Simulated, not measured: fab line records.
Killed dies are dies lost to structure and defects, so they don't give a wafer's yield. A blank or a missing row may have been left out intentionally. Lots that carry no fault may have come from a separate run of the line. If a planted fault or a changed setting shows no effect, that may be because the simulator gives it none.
Which tool was responsible? -- flow sky130 -- 13 lots, 39 wafers sampled, at 5 steps of a route of 708

## WHAT THE GAUGES SHOWED, per wafer
SKY_POLY_GATE_OVL_MEAS_14.
lot,measured,on,POLY_GATE_OVL (nm)
L112,day 16 05:01,overlay-02,4 -5 2
L113,day 16 15:43,overlay-01,7 0 5
L114,day 16 20:01,overlay-01,-2 3 -2
L116,day 17 21:51,overlay-02,0 -2 1
L118,day 18 14:58,overlay-01,-3 1 -8
L123,day 20 19:49,overlay-01,6 7 11
L124,day 21 04:21,overlay-02,-8 -2 -6
L129,day 22 20:07,overlay-02,1 3 0
L131,day 23 20:48,overlay-01,5 6 -5
L132,day 24 06:47,overlay-01,-4 -6 -7
L133,day 24 09:27,overlay-01,-5 6 3
L135,day 24 13:03,overlay-02,2 12 12
L134,day 24 14:40,overlay-01,4 5 -2

SKY_POLY_GATE_CD_MEAS_22.
lot,measured,on,cd-nm (nm)
L112,day 16 08:46,cd-sem-02,149.9 147.2 148.9
L113,day 16 18:06,cd-sem-01,153.7 150.2 153.2
L114,day 16 22:56,cd-sem-02,151.4 147.3 151.0
L116,day 18 00:13,cd-sem-01,149.3 150.4 148.4
L118,day 18 17:59,cd-sem-02,147.8 147.7 149.2
L123,day 20 21:34,cd-sem-02,151.3 151.8 150.8
L124,day 21 06:32,cd-sem-01,150.5 147.6 148.8
L129,day 22 21:52,cd-sem-01,146.9 145.2 146.4
L131,day 23 22:32,cd-sem-01,148.2 149.2 150.5
L132,day 24 08:35,cd-sem-01,151.3 151.8 151.2
L133,day 24 11:14,cd-sem-02,149.5 151.6 150.5
L135,day 24 14:47,cd-sem-02,147.4 146.6 149.5
L134,day 24 16:25,cd-sem-02,146.2 149.2 148.9

SKY_LDD_N_TW_MEAS_17.
lot,measured,on,LDD_N_TW
L112,day 17 14:31,film-metro-01,2636 2634 2643
L113,day 17 23:52,film-metro-03,2592 2596 2587
L114,day 18 05:14,film-metro-01,2644 2629 2635
L116,day 19 08:13,film-metro-03,2595 2595 2602
L118,day 20 02:29,film-metro-01,2620 2622 2637
L123,day 22 05:29,film-metro-01,2610 2603 2621
L124,day 22 13:55,film-metro-04,2585 2577 2590
L129,day 24 05:40,film-metro-04,2581 2567 2580
L131,day 25 05:49,film-metro-01,2617 2606 2617
L132,day 25 15:58,film-metro-04,2584 2587 2597
L133,day 25 18:19,film-metro-03,2581 2577 2578
L135,day 25 22:04,film-metro-03,2592 2589 2605
L134,day 25 23:47,film-metro-01,2618 2621 2619

SKY_LDD_HVN_TW_MEAS_10.
lot,measured,on,LDD_HVN_TW
L112,day 20 02:43,film-metro-01,1461 1466 1466
L113,day 20 12:32,film-metro-02,1470 1461 1459
L114,day 20 17:52,film-metro-02,1468 1459 1467
L116,day 21 22:25,film-metro-03,1444 1451 1439
L118,day 22 16:38,film-metro-01,1456 1453 1465
L123,day 24 17:14,film-metro-02,1559 1554 1560 1559 1561 1562
L124,day 25 01:52,film-metro-01,1548 1544 1544 1549 1545 1545
L129,day 26 17:50,film-metro-02,1471 1476 1481
L131,day 27 15:43,film-metro-03,1452 1455 1448
L132,day 28 02:09,film-metro-01,1467 1469 1465
L133,day 28 04:58,film-metro-01,1465 1466 1463
L135,day 28 08:37,film-metro-03,1446 1445 1446
L134,day 28 10:46,film-metro-01,1465 1470 1468

## TOOL THAT RAN EACH LOT (tool first, then ch and the chambers of the sampled wafers, then the start)
lot,SKY_LDD_HVN_IMPLANT_08
L112,"implanter-02 ch 0, day 20 02:29"
L113,"implanter-01 ch 0, day 20 12:18"
L114,"implanter-04 ch 0, day 20 17:37"
L116,"implanter-01 ch 0, day 21 22:10"
L118,"implanter-04 ch 0, day 22 16:25"
L123,"implanter-04 ch 0, day 24 16:59"
L124,"implanter-04 ch 0, day 25 01:37"
L129,"implanter-02 ch 0, day 26 17:36"
L131,"implanter-04 ch 0, day 27 15:28"
L132,"implanter-02 ch 0, day 28 01:56"
L133,"implanter-04 ch 0, day 28 04:43"
L135,"implanter-04 ch 0, day 28 08:22"
L134,"implanter-02 ch 0, day 28 10:32"
- SKY_LDD_HVN_IMPLANT_08

## WHAT THE TOOLS THEMSELVES READ (means of the sampled wafers that have a number; where no wafer has one, the mark that the record gives instead)
SKY_LDD_HVN_IMPLANT_08.
lot,tool,beam-energy-keV
L112,implanter-02,60.003
L113,implanter-01,60.001
L114,implanter-04,59.999
L116,implanter-01,60.020
L118,implanter-04,60.000
L123,implanter-04,74.374
L124,implanter-04,74.372
L129,implanter-02,60.026
L131,implanter-04,60.005
L132,implanter-02,60.016
L133,implanter-04,59.991
L135,implanter-04,60.009
L134,implanter-02,59.998

## THE ANSWER, worked out from the rows above alone
Rule: the lots themselves supply what counts as usual. The widest of any qualifying gaps counts: lots, ordered by their means at a reading, are off when they make up no more than a third of the lots, leave a main group of 4 or more, and stand apart from it by 3 or more times the standard deviation of that group's means. A main group whose means are all the same, to the digits that the tables above print for the reading, isn't used. Also off: a lot with no number at a reading for which 4 or more lots have one. Where the step has rows for the other lots, those lots are counted as sound. After the gauges, taken in route order, come the tools' own readings; for these a lot's mean is taken, as printed above. At the first step where some lot is off, the reading lying furthest off is the one used; lots without a number count as furthest.
Off: L123, L124, at SKY_LDD_HVN_TW_MEAS_10 (LDD_HVN_TW). The main group: mean 1461, standard deviation 9.3.
A tool fits if, at a process step before that reading, it ran every lot that is off, and no sound lot after the first of them. Not tried: the gauges at SKY_LDD_HVN_TW_MEAS_10; whatever is off there is also off at SKY_LDD_HVN_IMPLANT_08, on other tools, and gauge error can't account for it. Of those tried, none fits.

## WHAT THE SIMULATOR PUT IN
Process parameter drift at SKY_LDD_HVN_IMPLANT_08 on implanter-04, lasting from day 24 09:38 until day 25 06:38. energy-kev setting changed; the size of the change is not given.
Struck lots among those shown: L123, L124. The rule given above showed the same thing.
